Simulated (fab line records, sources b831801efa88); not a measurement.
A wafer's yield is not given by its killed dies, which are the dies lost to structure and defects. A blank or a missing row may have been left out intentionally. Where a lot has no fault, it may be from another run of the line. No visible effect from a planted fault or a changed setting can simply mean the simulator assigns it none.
Lot-split experiment ; flow gf180mcu ; 5 lots, 23 wafers read, on a route of 602 steps

THE SPLIT
At GF_M2_SPUTTER_01 (material TiN, target thk 30 nm, time 25 s), the setting power w was moved away from the recipe's 6500 W on 7 of the 23 wafers read, by -6.2% to -4.2%. All remaining wafers had this setting at the recipe value.

Reading taken at the split's own step.

THE READING
TiN_of_M2_SPUTTER_01.thk nm (the simulator's own value, which no gauge read), in nm, at GF_M2_SPUTTER_01 (material TiN, target thk 30 nm, time 25 s). There is no usual value for it anywhere in the file. Across the 16 wafers here that went through the recipe, the average is 30.05 nm and the standard deviation 0.34 nm.

wafer;tool, chamber at the split;power w as run, W;against the recipe;TiN_of_M2_SPUTTER_01.thk nm, nm;against lot-mates on the recipe
L074.1;pvd sputter-01, -;6500;recipe;30.35;-
L074.2;pvd sputter-01, -;6213;-4.4%;28.76;-1.45
L074.3;pvd sputter-01, -;6213;-4.4%;28.89;-1.32
L074.4;pvd sputter-01, -;6500;recipe;30.13;-
L074.5;pvd sputter-01, -;6500;recipe;30.16;-
L075.2;pvd sputter-03, -;6095;-6.2%;28.2;-1.99
L075.3;pvd sputter-03, -;6500;recipe;30.08;-
L075.4;pvd sputter-03, -;6500;recipe;30.3;-
L075.5;pvd sputter-03, -;6095;-6.2%;28.59;-1.60
L075.6;pvd sputter-03, -;6095;-6.2%;28.63;-1.56
L082.1;pvd sputter-01, -;6500;recipe;30.22;-
L082.2;pvd sputter-01, -;6500;recipe;30.16;-
L082.3;pvd sputter-01, -;6228;-4.2%;28.8;-1.47
L082.4;pvd sputter-01, -;6500;recipe;30.44;-
L082.5;pvd sputter-01, -;6228;-4.2%;29.15;-1.12
L084.1;pvd sputter-04, -;6500;recipe;29.54;-
L084.2;pvd sputter-04, -;6500;recipe;29.56;-
L084.4;pvd sputter-04, -;6500;recipe;29.52;-
L084.5;pvd sputter-04, -;6500;recipe;29.59;-
L084.6;pvd sputter-04, -;6500;recipe;29.68;-
L085.1;pvd sputter-03, -;6500;recipe;30.28;-
L085.3;pvd sputter-03, -;6500;recipe;30.61;-
L085.5;pvd sputter-03, -;6500;recipe;30.14;-

FIT RESULTS
A straight line over all 23 wafers: TiN_of_M2_SPUTTER_01.thk nm changes by +0.258 nm for each +1% of power w; r = +0.90; the points scatter about the line by 0.31 nm.
The same after taking each lot's own level away (the mean of its wafers on the recipe; 23 wafers): +0.288 nm for each +1%; r = +0.98; scatter 0.15 nm.
The reading moves by 1.8 nm for the largest change in power w, on that fit.
From 29.578 to 30.343 nm: that is the span of the lots' own levels, equal to 2.2 times the standard deviation above.
Thus the slope moves with the lot-to-lot level: the two fits are different.
Check: -1.76 nm against its lot-mates is what the line predicts for one of the wafers moved furthest among these (-6.2%) when that wafer is left out of the fit. It came out at -1.99 nm against them.

OTHER SPLITS ON THESE WAFERS
Note: prior to the reading, these wafers also went through further splits. Each is held against what the fit with the lots' levels taken away leaves over:
other split on the same wafers;wafers away from the commonest value;r with TiN_of_M2_SPUTTER_01.thk nm (lot level and that fit taken away)
GF_CONTACT_CMP_04 leave above ref nm;6;-0.08
GF_CONTACT_PEB_12 peb temp c;7;+0.01
GF_CONTACT_ETCH_16 bias w;11;+0.01
GF_CONTACT_CVD_24 temp c;8;-0.11
GF_V1_CVD_00 sih4 flow sccm;10;+0.16
GF_V1_COAT_09 resist thk nm;7;-0.49
GF_V1_SPUTTER_22 chamber pressure pa;10;-0.13

FILE'S OWN FIT
TiN_of_M2_SPUTTER_01.thk nm changes by +0.293 nm for each +1% of power w, r = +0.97.
